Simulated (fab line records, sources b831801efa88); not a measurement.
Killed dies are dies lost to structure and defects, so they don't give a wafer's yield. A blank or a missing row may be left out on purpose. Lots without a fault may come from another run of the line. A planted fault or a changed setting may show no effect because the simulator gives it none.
A struck lot beside a sound one | flow sky130 | 21 steps out of a route of 708
Sound: wafers L307.2, L307.3, L307.6. Struck: wafers L318.2, L318.3, L318.4. The cause comes at the end.
At each step with rows: each side's tool, then ch and its chambers, then its first start. Under that, the readings that differ: sound wafers | struck wafers | difference of the means | sigmas: that difference in standard deviations of wafers without a fault.
alike: readings whose means differ by less than 2 such deviations, and words and numbers that are the same on both sides. not compared: withheld readings, readings that some wafer has no value for, bounds like >300 that may hide the same value, and numbers for which the record gives no deviation and whose values overlap.
The two part at a step that has a row with sigmas, a row that says differs or no value, or rows on one side only. Numbers that don't overlap but have no deviation are shown without sigmas and don't part them. A reading that every wafer of one side lacks parts them only if that side has two wafers or more.

SKY_POLY_GATE_THK_MEAS_21:
  sound on film_metro-01, day 15 23:18; struck on film_metro-02, day 20 15:14
  alike: POLY_GATE_OXIDATION_THK
SKY_POLY_GATE_CD_MEAS_22:
  sound on cd_sem-02, day 15 23:23; struck on cd_sem-02, day 20 15:18
  alike: cd_nm
then, 7 steps without rows for these wafers: SKY_LDD_N_DEHYDRATE_00 (time 60 s); SKY_LDD_N_HMDS_01 (prime time 60 s); SKY_LDD_N_COAT_02 (resist thk 300 nm); SKY_LDD_N_SOFTBAKE_03 (time 60 s); SKY_LDD_N_EXPOSE_04 (exposes mask NTM, target cd 840 nm); SKY_LDD_N_PEB_05; SKY_LDD_N_DEVELOP_06 (develop time 60 s).
SKY_LDD_N_OVL_MEAS_07:
  sound on overlay-01, day 17 03:32; struck on overlay-02, day 21 21:32
  reading        | sound       | struck         | difference | sigmas
  LDD_N_OVL (nm) | 0.6 1.6 1.0 | -2.6 -0.9 -1.7 | -2.8       | -2
then, 2 steps without rows for these wafers: SKY_LDD_N_IMPLANT_08; SKY_LDD_N_IMPLANT_09.
SKY_LDD_N_IMPLANT_10:
  sound on implanter-03 ch 0, day 17 03:53; struck on implanter-01 ch 0, day 21 21:54
  reading                   | sound             | struck            | difference | sigmas
  implant_ion_amu           | 75 75 75          | 31 31 31          | -44        |
  model.implant.rp_nm (nm)  | 15.98 15.98 15.98 | 26.84 26.84 26.84 | +10.86     |
  model.implant.drp_nm (nm) | 7.212 7.212 7.212 | 12.97 12.97 12.97 | +5.76      |
then, 5 steps without rows for these wafers: SKY_LDD_N_IMPLANT_11; SKY_LDD_N_IMPLANT_12; SKY_LDD_N_IMPLANT_13; SKY_LDD_N_IMPLANT_14; SKY_LDD_N_IMPLANT_15.
SKY_LDD_N_STRIP_16: strips in O2/N2.
  sound on plasma_asher-04 ch 0,1, day 17 04:46; struck on plasma_asher-01 ch 0,1, day 21 22:46
  reading                      | sound             | struck            | difference | sigmas
  strip_time_to_endpoint_s (s) | 4.293 4.317 4.327 | 4.231 4.225 4.206 | -0.092     | -5
  alike: drypump_motor_current_A, oes_product_au
  not compared: rf_hours_counter_h
SKY_LDD_N_TW_MEAS_17:
  sound on film_metro-03, day 17 04:52; struck on film_metro-02, day 21 22:53
  alike: LDD_N_TW
-- the record jumps here: 27 days lie between the struck wafers' starts before and after (it left off in module LDD_N and takes up again in module PAD_OPEN, whose first step shown is number 708 of the route) --
SKY_PAD_OPEN_PROBE_99:
  sound on prober-02, day 45 10:10; struck on prober-02, day 48 11:28
  reading                                   | sound             | struck            | difference | sigmas
  model.etest.tip_n.rs_ohm_sq               | 437.3 437.7 437.5 | 393.3 392.1 391.5 | -45.2      |
  model.etest.nfet_01v8_lvt.drive_ua_um     | 560.7 561 560.7   | 606.8 612.8 597.8 | +45.0      |
  model.etest.nfet_01v8_turned.drive_ua_um  | 499.1 500.5 494.9 | 532.8 541.9 521.6 | +33.9      |
  model.etest.nfet_01v8.drive_ua_um         | 493.7 491.6 494   | 527.2 533.4 524.4 | +35.2      |
  model.etest.sram_nfet_pass.drive_ua_um    | 474.4 479.5 476.3 | 500.1 519.6 514.6 | +34.7      |
  model.etest.nfet_01v8_swapped.drive_ua_um | 499.2 498.1 496.7 | 526.7 528.8 520.5 | +27.3      |
  model.etest.nfet_01v8.r_on_ohm_um         | 843.1 865.6 847.2 | 819.5 811.9 836.3 | -29.4      |
  model.etest.res_ndiff.rs_ohm_sq           | 121.4 121.5 120.8 | 118 118.3 118.2   | -3         |
  alike: killed_at_M0_to_M3, killed_at_M4_up, killed_at_contacts, killed_at_front_end, killed_at_other, killed_dies, killed_open, killed_short

WHERE THEY PART
First at SKY_LDD_N_OVL_MEAS_07; last, within this record, at SKY_LDD_N_STRIP_16. Later steps at which nothing parts them and some readings are alike: SKY_LDD_N_TW_MEAS_17, SKY_PAD_OPEN_PROBE_99.

WHY: what the simulator had put in
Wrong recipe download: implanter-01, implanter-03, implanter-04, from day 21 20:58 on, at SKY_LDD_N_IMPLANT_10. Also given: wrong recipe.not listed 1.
